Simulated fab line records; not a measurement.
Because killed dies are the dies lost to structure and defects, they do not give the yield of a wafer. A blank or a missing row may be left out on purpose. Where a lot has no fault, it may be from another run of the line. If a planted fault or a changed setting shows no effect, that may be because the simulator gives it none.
fab line records :: flow sfqLine
record
  lots=6
  wafers=18
  lastDay=88
route steps=325 shown M4@148
lots that met no fault: from a run of the same line without faults
startH: hours from the record's first day to the start of the lot's first wafer shown :: waitH: how many hours have passed since the lot's step before this one :: " as in the row above :: L1.1+2: a single row standing in for several wafers :: - either no value or no given start :: * or withheld: withheld :: < > ~ a bound
route shown NAME@n: a module of which the file shows steps, and the number in the route of the first :: usual: mean/standard deviation of fault-free wafers :: same: alike in all rows :: chamber/n: place in a boat :: sites: the reading at each site :: _std_site: standard deviation across them :: _edge_site: outer sites' mean less inner sites' :: radiusMm: for every site, how far away it sits from the centre of the wafer :: mask NAME#n: copy n :: behind: the tool/chamber that last shaped the wafer :: hold: the reason the lot was held/the length of the hold in hours/how it ended :: device: names the non-switching transistor (n, p or np) :: end of line: the same wafers' tests at the end of the route :: a step without rows: its recipe alone :: killed: at the first sort, the dies lost to defects and structure; wafer yield is something else :: map: a wafer's dies, x killed, . not, _ none there
set.NAME: the setting the step ran with; set.NAME@STEP: the setting that earlier step ran with :: model.NAME: the simulator's own value behind a step, which no gauge read
certain route steps with their lots: each step a table, each wafer a row
services: when a tool's chamber went out of use (startH, in hours from the record's first day, below 0 if earlier), for how many hours, and the reason
## steps
# step SFQ_TRILAYER_M4_DEP_PRE_CLEAN_092
# recipe
  gas=Ar
  timeS=22.5
  biasV=250
# step SFQ_TRILAYER_M4_DEP_SPUTTER_091
# recipe
  material=Nb
  basePressurePa=1.33e-06
  chamberPressurePa=0.1333
  substrateTempC=20
  resputterCathodeVoltageV=400
  targetThkNm=200
  powerW=2000
  timeS=133.3
# usual
  throttleValvePct=29.0/0.9
lot.wafer: L641.1
tool: pvdSputter-05
chamber: -
startH: 961.16
waitH: 0.0
throttleValvePct: 28.3

lot.wafer: L641.3
tool: pvdSputter-05
chamber: -
startH: 961.16
waitH: 0.0
throttleValvePct: 28.4

lot.wafer: L641.5
tool: pvdSputter-05
chamber: -
startH: 961.16
waitH: 0.0
throttleValvePct: 30.4

lot.wafer: L642.2
tool: pvdSputter-06
chamber: -
startH: 962.36
waitH: 0.0
throttleValvePct: 29.9

lot.wafer: L642.5
tool: pvdSputter-06
chamber: -
startH: 962.36
waitH: 0.0
throttleValvePct: 29.2

lot.wafer: L642.6
tool: pvdSputter-06
chamber: -
startH: 962.36
waitH: 0.0
throttleValvePct: 28.0

lot.wafer: L645.1
tool: pvdSputter-06
chamber: -
startH: 998.85
waitH: 0.0
throttleValvePct: 28.0

lot.wafer: L645.3
tool: pvdSputter-06
chamber: -
startH: 998.85
waitH: 0.0
throttleValvePct: 30.0

lot.wafer: L645.5
tool: pvdSputter-06
chamber: -
startH: 998.85
waitH: 0.0
throttleValvePct: 28.5

lot.wafer: L646.1
tool: pvdSputter-05
chamber: -
startH: 1003.65
waitH: 0.0
throttleValvePct: 28.2

lot.wafer: L646.4
tool: pvdSputter-05
chamber: -
startH: 1003.65
waitH: 0.0
throttleValvePct: 30.1

lot.wafer: L646.6
tool: pvdSputter-05
chamber: -
startH: 1003.65
waitH: 0.0
throttleValvePct: 28.2

lot.wafer: L648.1
tool: pvdSputter-04
chamber: -
startH: 1022.98
waitH: 0.0
throttleValvePct: 28.7

lot.wafer: L648.3
tool: pvdSputter-04
chamber: -
startH: 1022.98
waitH: 0.0
throttleValvePct: 27.7

lot.wafer: L648.5
tool: pvdSputter-04
chamber: -
startH: 1022.98
waitH: 0.0
throttleValvePct: 28.7

lot.wafer: L652.2
tool: pvdSputter-04
chamber: -
startH: 1063.90
waitH: 0.0
throttleValvePct: 29.3

lot.wafer: L652.5
tool: pvdSputter-04
chamber: -
startH: 1063.90
waitH: 0.0
throttleValvePct: 27.5

lot.wafer: L652.6
tool: pvdSputter-04
chamber: -
startH: 1063.90
waitH: 0.0
throttleValvePct: 30.2
# step SFQ_M4_RS_MEAS_924
# recipe
  thkMeasGauge=four-point-probe
  reads=Nb_of_TRILAYER_M4_DEP_SPUTTER_091
# usual
  M4_NB_RS=0.888/0.0087
lot.wafer: L641.1
tool: filmMetro-03
chamber: -
startH: 961.25
waitH: 0.0
M4_NB_RS[ohm/sq]: 0.887

lot.wafer: L641.3
tool: filmMetro-03
chamber: -
startH: 961.25
waitH: 0.0
M4_NB_RS[ohm/sq]: 0.878

lot.wafer: L641.5
tool: filmMetro-03
chamber: -
startH: 961.25
waitH: 0.0
M4_NB_RS[ohm/sq]: 0.885

lot.wafer: L642.2
tool: filmMetro-01
chamber: -
startH: 962.47
waitH: 0.1
M4_NB_RS[ohm/sq]: 0.889

lot.wafer: L642.5
tool: filmMetro-01
chamber: -
startH: 962.47
waitH: 0.1
M4_NB_RS[ohm/sq]: 0.890

lot.wafer: L642.6
tool: filmMetro-01
chamber: -
startH: 962.47
waitH: 0.1
M4_NB_RS[ohm/sq]: 0.883

lot.wafer: L645.1
tool: filmMetro-04
chamber: -
startH: 998.94
waitH: 0.0
M4_NB_RS[ohm/sq]: 0.883

lot.wafer: L645.3
tool: filmMetro-04
chamber: -
startH: 998.94
waitH: 0.0
M4_NB_RS[ohm/sq]: 0.889

lot.wafer: L645.5
tool: filmMetro-04
chamber: -
startH: 998.94
waitH: 0.0
M4_NB_RS[ohm/sq]: 0.896

lot.wafer: L646.1
tool: filmMetro-01
chamber: -
startH: 1003.74
waitH: 0.0
M4_NB_RS[ohm/sq]: 0.883

lot.wafer: L646.4
tool: filmMetro-01
chamber: -
startH: 1003.74
waitH: 0.0
M4_NB_RS[ohm/sq]: 0.887

lot.wafer: L646.6
tool: filmMetro-01
chamber: -
startH: 1003.74
waitH: 0.0
M4_NB_RS[ohm/sq]: 0.889

lot.wafer: L648.1
tool: filmMetro-03
chamber: -
startH: 1023.07
waitH: 0.0
M4_NB_RS[ohm/sq]: 0.899

lot.wafer: L648.3
tool: filmMetro-03
chamber: -
startH: 1023.07
waitH: 0.0
M4_NB_RS[ohm/sq]: 0.906

lot.wafer: L648.5
tool: filmMetro-03
chamber: -
startH: 1023.07
waitH: 0.0
M4_NB_RS[ohm/sq]: 0.907

lot.wafer: L652.2
tool: filmMetro-01
chamber: -
startH: 1064.01
waitH: 0.1
M4_NB_RS[ohm/sq]: 0.897

lot.wafer: L652.5
tool: filmMetro-01
chamber: -
startH: 1064.01
waitH: 0.1
M4_NB_RS[ohm/sq]: 0.890

lot.wafer: L652.6
tool: filmMetro-01
chamber: -
startH: 1064.01
waitH: 0.1
M4_NB_RS[ohm/sq]: 0.899
# step SFQ_TRILAYER_M4_LITHO_COAT_098
# recipe
  resist=BARC
  spinRpm=3000
  resistThkNm=62
# step SFQ_TRILAYER_M4_LITHO_COAT_093
# recipe
  resist=KrF
  spinRpm=3000
  resistThkNm=600
# step SFQ_TRILAYER_M4_LITHO_SOFTBAKE_097
# recipe
  tempC=withheld
  timeS=withheld
  resist=KrF
# step SFQ_TRILAYER_M4_LITHO_EXPOSE_094
# recipe
  maskId=M4
  na=0.6
  sourceShape=conventional
  sigmaOuter=0.65
  targetCdNm=500
  doseMj=14.4
# step SFQ_TRILAYER_M4_LITHO_PEB_096
# recipe
  pebTempC=115
  pebTimeS=60
  resist=KrF
# step SFQ_TRILAYER_M4_LITHO_DEVELOP_095
# recipe
  timeS=60
  resist=KrF
# step SFQ_M4_OVL_MEAS_926
# usual
  M4_OVL=0/6
lot.wafer: L641.1
tool: overlay-01
chamber: -
startH: 1113.08
waitH: 0.1
M4_OVL[nm]: -6

lot.wafer: L641.3
tool: overlay-01
chamber: -
startH: 1113.08
waitH: 0.1
M4_OVL[nm]: -6

lot.wafer: L641.5
tool: overlay-01
chamber: -
startH: 1113.08
waitH: 0.1
M4_OVL[nm]: -6

lot.wafer: L642.2
tool: overlay-02
chamber: -
startH: 1114.29
waitH: 0.1
M4_OVL[nm]: 10

lot.wafer: L642.5
tool: overlay-02
chamber: -
startH: 1114.29
waitH: 0.1
M4_OVL[nm]: 2

lot.wafer: L642.6
tool: overlay-02
chamber: -
startH: 1114.29
waitH: 0.1
M4_OVL[nm]: 5

lot.wafer: L645.1
tool: overlay-01
chamber: -
startH: 1151.48
waitH: 0.1
M4_OVL[nm]: -5

lot.wafer: L645.3
tool: overlay-01
chamber: -
startH: 1151.48
waitH: 0.1
M4_OVL[nm]: -3

lot.wafer: L645.5
tool: overlay-01
chamber: -
startH: 1151.48
waitH: 0.1
M4_OVL[nm]: -9

lot.wafer: L646.1
tool: overlay-01
chamber: -
startH: 1153.88
waitH: 0.1
M4_OVL[nm]: 0

lot.wafer: L646.4
tool: overlay-01
chamber: -
startH: 1153.88
waitH: 0.1
M4_OVL[nm]: 8

lot.wafer: L646.6
tool: overlay-01
chamber: -
startH: 1153.88
waitH: 0.1
M4_OVL[nm]: 1

lot.wafer: L648.1
tool: overlay-02
chamber: -
startH: 1170.61
waitH: 0.1
M4_OVL[nm]: -1

lot.wafer: L648.3
tool: overlay-02
chamber: -
startH: 1170.61
waitH: 0.1
M4_OVL[nm]: 2

lot.wafer: L648.5
tool: overlay-02
chamber: -
startH: 1170.61
waitH: 0.1
M4_OVL[nm]: -2

lot.wafer: L652.2
tool: overlay-01
chamber: -
startH: 1204.34
waitH: 0.1
M4_OVL[nm]: -6

lot.wafer: L652.5
tool: overlay-01
chamber: -
startH: 1204.34
waitH: 0.1
M4_OVL[nm]: 3

lot.wafer: L652.6
tool: overlay-01
chamber: -
startH: 1204.34
waitH: 0.1
M4_OVL[nm]: 4
# step SFQ_TRILAYER_M4_BARC_OPEN_METAL_ETCH_123
# recipe
  maskMaterial=PR
  chemistry=O2
  targetDepthNm=125
  target=BARC
  icpW=600
  biasW=80
  pressureMtorr=10
  timeS=41.7
# usual
  drypumpMotorCurrentA=5.51/0.18
  oesProductAu=0.685/0.0049
lot.wafer: L641.1
tool: rieMetal-02
chamber: 1
startH: 1113.12
waitH: 0.0
drypumpMotorCurrentA: 5.82
oesProductAu: 0.686
rfHoursCounterH: 24

lot.wafer: L641.3
tool: rieMetal-02
chamber: 0
startH: 1113.12
waitH: 0.0
drypumpMotorCurrentA: 5.20
oesProductAu: 0.684
rfHoursCounterH: -

lot.wafer: L641.5
tool: rieMetal-02
chamber: 1
startH: 1113.12
waitH: 0.0
drypumpMotorCurrentA: 5.84
oesProductAu: 0.691
rfHoursCounterH: -

lot.wafer: L642.2
tool: rieMetal-04
chamber: 1
startH: 1114.32
waitH: 0.0
drypumpMotorCurrentA: 5.59
oesProductAu: 0.685
rfHoursCounterH: 50

lot.wafer: L642.5
tool: rieMetal-04
chamber: 0
startH: 1114.32
waitH: 0.0
drypumpMotorCurrentA: 5.57
oesProductAu: 0.674
rfHoursCounterH: -

lot.wafer: L642.6
tool: rieMetal-04
chamber: 1
startH: 1114.32
waitH: 0.0
drypumpMotorCurrentA: 5.58
oesProductAu: 0.683
rfHoursCounterH: -

lot.wafer: L645.1
tool: rieMetal-01
chamber: 1
startH: 1151.52
waitH: 0.0
drypumpMotorCurrentA: 5.54
oesProductAu: 0.691
rfHoursCounterH: 38

lot.wafer: L645.3
tool: rieMetal-01
chamber: 0
startH: 1151.52
waitH: 0.0
drypumpMotorCurrentA: 5.40
oesProductAu: 0.686
rfHoursCounterH: -

lot.wafer: L645.5
tool: rieMetal-01
chamber: 0
startH: 1151.52
waitH: 0.0
drypumpMotorCurrentA: 5.42
oesProductAu: 0.692
rfHoursCounterH: -

lot.wafer: L646.1
tool: rieMetal-04
chamber: 1
startH: 1153.92
waitH: 0.0
drypumpMotorCurrentA: 5.55
oesProductAu: 0.678
rfHoursCounterH: 55

lot.wafer: L646.4
tool: rieMetal-04
chamber: 1
startH: 1153.92
waitH: 0.0
drypumpMotorCurrentA: 5.55
oesProductAu: 0.686
rfHoursCounterH: -

lot.wafer: L646.6
tool: rieMetal-04
chamber: 0
startH: 1153.92
waitH: 0.0
drypumpMotorCurrentA: 5.57
oesProductAu: 0.686
rfHoursCounterH: -

lot.wafer: L648.1
tool: rieMetal-04
chamber: 0
startH: 1170.64
waitH: 0.0
drypumpMotorCurrentA: 5.58
oesProductAu: 0.682
rfHoursCounterH: 131

lot.wafer: L648.3
tool: rieMetal-04
chamber: 1
startH: 1170.64
waitH: 0.0
drypumpMotorCurrentA: 5.56
oesProductAu: 0.683
rfHoursCounterH: -

lot.wafer: L648.5
tool: rieMetal-04
chamber: 0
startH: 1170.64
waitH: 0.0
drypumpMotorCurrentA: 5.57
oesProductAu: 0.691
rfHoursCounterH: -

lot.wafer: L652.2
tool: rieMetal-02
chamber: 1
startH: 1204.37
waitH: 0.0
drypumpMotorCurrentA: 5.82
oesProductAu: 0.688
rfHoursCounterH: 37

lot.wafer: L652.5
tool: rieMetal-02
chamber: 1
startH: 1204.37
waitH: 0.0
drypumpMotorCurrentA: 5.83
oesProductAu: 0.688
rfHoursCounterH: -

lot.wafer: L652.6
tool: rieMetal-02
chamber: 0
startH: 1204.37
waitH: 0.0
drypumpMotorCurrentA: 5.20
oesProductAu: 0.686
rfHoursCounterH: -
# step SFQ_TRILAYER_M4_ETCH_METAL_ETCH_096
# recipe
  target=Nb
  stopOn=SiO2
  maskMaterial=PR
  chemistry=Cl2/Ar
  targetDepthNm=240
  icpW=600
  biasW=80
  pressureMtorr=10
  timeS=120
# usual
  drypumpMotorCurrentA=5.52/0.18
  oesProductAu=0.895/0.0067
lot.wafer: L641.1
tool: rieMetal-02
chamber: 1
startH: 1113.18
waitH: 0.0
drypumpMotorCurrentA: 5.82
oesProductAu: 0.904
rfHoursCounterH: 24
model.KrF_of_TRILAYER_M4_LITHO_COAT_093.thkNm: 385.2
model.SiO2_of_TRILAYER_I3_DEP_PECVD_081.thkNm: 194.1
model.M4.featureDepthNm: 200.2

lot.wafer: L641.3
tool: rieMetal-02
chamber: 0
startH: 1113.18
waitH: 0.0
drypumpMotorCurrentA: 5.21
oesProductAu: 0.895
rfHoursCounterH: -
model.KrF_of_TRILAYER_M4_LITHO_COAT_093.thkNm: 384.3
model.SiO2_of_TRILAYER_I3_DEP_PECVD_081.thkNm: 193.1
model.M4.featureDepthNm: 202.7

lot.wafer: L641.5
tool: rieMetal-02
chamber: 1
startH: 1113.18
waitH: 0.0
drypumpMotorCurrentA: 5.82
oesProductAu: 0.891
rfHoursCounterH: -
model.KrF_of_TRILAYER_M4_LITHO_COAT_093.thkNm: 386.1
model.SiO2_of_TRILAYER_I3_DEP_PECVD_081.thkNm: 192.9
model.M4.featureDepthNm: 200.8

lot.wafer: L642.2
tool: rieMetal-04
chamber: 1
startH: 1114.38
waitH: 0.0
drypumpMotorCurrentA: 5.57
oesProductAu: 0.905
rfHoursCounterH: 50
model.KrF_of_TRILAYER_M4_LITHO_COAT_093.thkNm: 386.5
model.SiO2_of_TRILAYER_I3_DEP_PECVD_081.thkNm: 191.4
model.M4.featureDepthNm: 200.5

lot.wafer: L642.5
tool: rieMetal-04
chamber: 0
startH: 1114.38
waitH: 0.0
drypumpMotorCurrentA: 5.59
oesProductAu: 0.894
rfHoursCounterH: -
model.KrF_of_TRILAYER_M4_LITHO_COAT_093.thkNm: 382.1
model.SiO2_of_TRILAYER_I3_DEP_PECVD_081.thkNm: 193.4
model.M4.featureDepthNm: 200.2

lot.wafer: L642.6
tool: rieMetal-04
chamber: 1
startH: 1114.38
waitH: 0.0
drypumpMotorCurrentA: 5.55
oesProductAu: 0.904
rfHoursCounterH: -
model.KrF_of_TRILAYER_M4_LITHO_COAT_093.thkNm: 388.9
model.SiO2_of_TRILAYER_I3_DEP_PECVD_081.thkNm: 192.3
model.M4.featureDepthNm: 202.1

lot.wafer: L645.1
tool: rieMetal-01
chamber: 1
startH: 1151.58
waitH: 0.0
drypumpMotorCurrentA: 5.55
oesProductAu: 0.903
rfHoursCounterH: 38
model.KrF_of_TRILAYER_M4_LITHO_COAT_093.thkNm: 379.9
model.SiO2_of_TRILAYER_I3_DEP_PECVD_081.thkNm: 193.5
model.M4.featureDepthNm: 201.4

lot.wafer: L645.3
tool: rieMetal-01
chamber: 0
startH: 1151.58
waitH: 0.0
drypumpMotorCurrentA: 5.40
oesProductAu: 0.895
rfHoursCounterH: -
model.KrF_of_TRILAYER_M4_LITHO_COAT_093.thkNm: 380.2
model.SiO2_of_TRILAYER_I3_DEP_PECVD_081.thkNm: 192.4
model.M4.featureDepthNm: 199.9

lot.wafer: L645.5
tool: rieMetal-01
chamber: 0
startH: 1151.58
waitH: 0.0
drypumpMotorCurrentA: 5.41
oesProductAu: 0.896
rfHoursCounterH: -
model.KrF_of_TRILAYER_M4_LITHO_COAT_093.thkNm: 381
model.SiO2_of_TRILAYER_I3_DEP_PECVD_081.thkNm: 191.9
model.M4.featureDepthNm: 198.3

lot.wafer: L646.1
tool: rieMetal-04
chamber: 1
startH: 1153.98
waitH: 0.0
drypumpMotorCurrentA: 5.58
oesProductAu: 0.901
rfHoursCounterH: 55
model.KrF_of_TRILAYER_M4_LITHO_COAT_093.thkNm: 388
model.SiO2_of_TRILAYER_I3_DEP_PECVD_081.thkNm: 193.1
model.M4.featureDepthNm: 201.4

lot.wafer: L646.4
tool: rieMetal-04
chamber: 1
startH: 1153.98
waitH: 0.0
drypumpMotorCurrentA: 5.55
oesProductAu: 0.895
rfHoursCounterH: -
model.KrF_of_TRILAYER_M4_LITHO_COAT_093.thkNm: 386.3
model.SiO2_of_TRILAYER_I3_DEP_PECVD_081.thkNm: 191.8
model.M4.featureDepthNm: 200.7

lot.wafer: L646.6
tool: rieMetal-04
chamber: 0
startH: 1153.98
waitH: 0.0
drypumpMotorCurrentA: 5.60
oesProductAu: 0.904
rfHoursCounterH: -
model.KrF_of_TRILAYER_M4_LITHO_COAT_093.thkNm: 320.3
model.SiO2_of_TRILAYER_I3_DEP_PECVD_081.thkNm: 182
model.M4.featureDepthNm: 210.9

lot.wafer: L648.1
tool: rieMetal-04
chamber: 0
startH: 1170.70
waitH: 0.0
drypumpMotorCurrentA: 5.58
oesProductAu: 0.892
rfHoursCounterH: 131
model.KrF_of_TRILAYER_M4_LITHO_COAT_093.thkNm: 317.5
model.SiO2_of_TRILAYER_I3_DEP_PECVD_081.thkNm: 179.8
model.M4.featureDepthNm: 208.2

lot.wafer: L648.3
tool: rieMetal-04
chamber: 1
startH: 1170.70
waitH: 0.0
drypumpMotorCurrentA: 5.55
oesProductAu: 0.890
rfHoursCounterH: -
model.KrF_of_TRILAYER_M4_LITHO_COAT_093.thkNm: 383.3
model.SiO2_of_TRILAYER_I3_DEP_PECVD_081.thkNm: 190.7
model.M4.featureDepthNm: 196.8

lot.wafer: L648.5
tool: rieMetal-04
chamber: 0
startH: 1170.70
waitH: 0.0
drypumpMotorCurrentA: 5.58
oesProductAu: 0.883
rfHoursCounterH: -
model.KrF_of_TRILAYER_M4_LITHO_COAT_093.thkNm: 315.9
model.SiO2_of_TRILAYER_I3_DEP_PECVD_081.thkNm: 181.7
model.M4.featureDepthNm: 207

lot.wafer: L652.2
tool: rieMetal-02
chamber: 1
startH: 1204.43
waitH: 0.0
drypumpMotorCurrentA: 5.83
oesProductAu: 0.883
rfHoursCounterH: 37
model.KrF_of_TRILAYER_M4_LITHO_COAT_093.thkNm: 384
model.SiO2_of_TRILAYER_I3_DEP_PECVD_081.thkNm: 190.6
model.M4.featureDepthNm: 198.3

lot.wafer: L652.5
tool: rieMetal-02
chamber: 1
startH: 1204.43
waitH: 0.0
drypumpMotorCurrentA: 5.83
oesProductAu: 0.895
rfHoursCounterH: -
model.KrF_of_TRILAYER_M4_LITHO_COAT_093.thkNm: 381.7
model.SiO2_of_TRILAYER_I3_DEP_PECVD_081.thkNm: 190.5
model.M4.featureDepthNm: 199.9

lot.wafer: L652.6
tool: rieMetal-02
chamber: 0
startH: 1204.43
waitH: 0.0
drypumpMotorCurrentA: 5.19
oesProductAu: 0.889
rfHoursCounterH: -
model.KrF_of_TRILAYER_M4_LITHO_COAT_093.thkNm: 382.8
model.SiO2_of_TRILAYER_I3_DEP_PECVD_081.thkNm: 189.4
model.M4.featureDepthNm: 198.4
# step SFQ_TRILAYER_M4_STRIP_STRIP_097
# recipe
  gas=O2
  powerW=200
  platenTempC=40
  overashFraction=0.65
  chemistry=O2
  pressureMtorr=50
# usual
  drypumpMotorCurrentA=5.52/0.18
  oesProductAu=1.002/0.0085
# same
  overashFraction=0.65
lot.wafer: L641.1
tool: rieMetal-02
chamber: 1
startH: 1113.30
waitH: 0.1
drypumpMotorCurrentA: 5.84
oesProductAu: 1.006
rfHoursCounterH: 24

lot.wafer: L641.3
tool: rieMetal-02
chamber: 0
startH: 1113.30
waitH: 0.1
drypumpMotorCurrentA: 5.21
oesProductAu: 1.015
rfHoursCounterH: -

lot.wafer: L641.5
tool: rieMetal-02
chamber: 1
startH: 1113.30
waitH: 0.1
drypumpMotorCurrentA: 5.83
oesProductAu: 1.015
rfHoursCounterH: -

lot.wafer: L642.2
tool: rieMetal-04
chamber: 1
startH: 1114.50
waitH: 0.1
drypumpMotorCurrentA: 5.58
oesProductAu: 1.003
rfHoursCounterH: 50

lot.wafer: L642.5
tool: rieMetal-04
chamber: 0
startH: 1114.50
waitH: 0.1
drypumpMotorCurrentA: 5.59
oesProductAu: 1.016
rfHoursCounterH: -

lot.wafer: L642.6
tool: rieMetal-04
chamber: 1
startH: 1114.50
waitH: 0.1
drypumpMotorCurrentA: 5.58
oesProductAu: 0.988
rfHoursCounterH: -

lot.wafer: L645.1
tool: rieMetal-01
chamber: 1
startH: 1151.70
waitH: 0.1
drypumpMotorCurrentA: 5.62
oesProductAu: 1.010
rfHoursCounterH: 38

lot.wafer: L645.3
tool: rieMetal-01
chamber: 0
startH: 1151.70
waitH: 0.1
drypumpMotorCurrentA: 5.42
oesProductAu: 1.013
rfHoursCounterH: -

lot.wafer: L645.5
tool: rieMetal-01
chamber: 0
startH: 1151.70
waitH: 0.1
drypumpMotorCurrentA: 5.41
oesProductAu: 1.000
rfHoursCounterH: -

lot.wafer: L646.1
tool: rieMetal-04
chamber: 1
startH: 1154.10
waitH: 0.1
drypumpMotorCurrentA: 5.55
oesProductAu: 0.990
rfHoursCounterH: 55

lot.wafer: L646.4
tool: rieMetal-04
chamber: 1
startH: 1154.10
waitH: 0.1
drypumpMotorCurrentA: 5.57
oesProductAu: 0.999
rfHoursCounterH: -

lot.wafer: L646.6
tool: rieMetal-04
chamber: 0
startH: 1154.10
waitH: 0.1
drypumpMotorCurrentA: 5.59
oesProductAu: 1.004
rfHoursCounterH: -

lot.wafer: L648.1
tool: rieMetal-04
chamber: 0
startH: 1170.83
waitH: 0.1
drypumpMotorCurrentA: 5.58
oesProductAu: 1.003
rfHoursCounterH: 131

lot.wafer: L648.3
tool: rieMetal-04
chamber: 1
startH: 1170.83
waitH: 0.1
drypumpMotorCurrentA: 5.57
oesProductAu: 0.989
rfHoursCounterH: -

lot.wafer: L648.5
tool: rieMetal-04
chamber: 0
startH: 1170.83
waitH: 0.1
drypumpMotorCurrentA: 5.59
oesProductAu: 0.999
rfHoursCounterH: -

lot.wafer: L652.2
tool: rieMetal-02
chamber: 1
startH: 1204.55
waitH: 0.1
drypumpMotorCurrentA: 5.83
oesProductAu: 0.993
rfHoursCounterH: 37

lot.wafer: L652.5
tool: rieMetal-02
chamber: 1
startH: 1204.55
waitH: 0.1
drypumpMotorCurrentA: 5.81
oesProductAu: 1.005
rfHoursCounterH: -

lot.wafer: L652.6
tool: rieMetal-02
chamber: 0
startH: 1204.55
waitH: 0.1
drypumpMotorCurrentA: 5.24
oesProductAu: 0.996
rfHoursCounterH: -
## services
tool: pvdSputter-04
chamber: 3
startH: 937.21
hours: -
kind: consumableReplace:kit

tool: pvdSputter-04
chamber: 3
startH: 937.21
hours: 18.0
kind: scheduledDown

tool: pvdSputter-04
chamber: 3
startH: 937.21
hours: 18.0
kind: ventCycle

tool: rieMetal-01
chamber: -
startH: 955.21
hours: 0.4
kind: repair

tool: rieMetal-01
chamber: -
startH: 988.97
hours: 2.8
kind: pm

tool: rieMetal-02
chamber: -
startH: 999.87
hours: 0.5
kind: repair

tool: pvdSputter-04
chamber: -
startH: 1002.12
hours: 15.3
kind: repair

tool: rieMetal-04
chamber: -
startH: 1026.90
hours: 0.3
kind: repair

tool: pvdSputter-05
chamber: -
startH: 1049.85
hours: 1.1
kind: repair

tool: pvdSputter-04
chamber: -
startH: 1050.06
hours: 3.5
kind: repair

tool: pvdSputter-06
chamber: -
startH: 1068.67
hours: 35.4
kind: repair

tool: rieMetal-02
chamber: 1
startH: 1075.55
hours: 18.5
kind: repair

tool: rieMetal-02
chamber: -
startH: 1104.99
hours: 5.5
kind: repair

tool: pvdSputter-05
chamber: -
startH: 1119.64
hours: 56.5
kind: repair

tool: pvdSputter-04
chamber: -
startH: 1126.15
hours: 1.1
kind: repair

tool: pvdSputter-05
chamber: -
startH: 1166.80
hours: 7.1
kind: repair

tool: rieMetal-01
chamber: 1
startH: 1183.37
hours: 1.2
kind: repair

tool: pvdSputter-05
chamber: 3
startH: 1188.28
hours: -
kind: consumableReplace:kit

tool: pvdSputter-05
chamber: 3
startH: 1188.28
hours: 18.0
kind: scheduledDown

tool: pvdSputter-05
chamber: 3
startH: 1188.28
hours: 18.0
kind: ventCycle

tool: pvdSputter-06
chamber: -
startH: 1193.89
hours: 0.5
kind: repair

tool: rieMetal-04
chamber: -
startH: 1196.91
hours: 1.4
kind: pm

tool: pvdSputter-05
chamber: -
startH: 1201.24
hours: 7.5
kind: repair
## key
firstSign none at tools or gauges
modelEffect
  step=SFQ_TRILAYER_M4_ETCH_METAL_ETCH_096
  value=KrF_of_TRILAYER_M4_LITHO_COAT_093.thkNm
  without=379.6
  struck=317.9
metAt SFQ_TRILAYER_M4_ETCH_METAL_ETCH_096
struckWafers L646.6,L648.1,L648.5
onsetBetween 1114.38 1153.98
fault
  kind=processParameterDrift
  tool=rieMetal-04
  chamber=0
  onsetH=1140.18
  steps=SFQ_TRILAYER_M4_ETCH_METAL_ETCH_096
  channel=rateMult
  offset=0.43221
  shape=step
  endH=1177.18
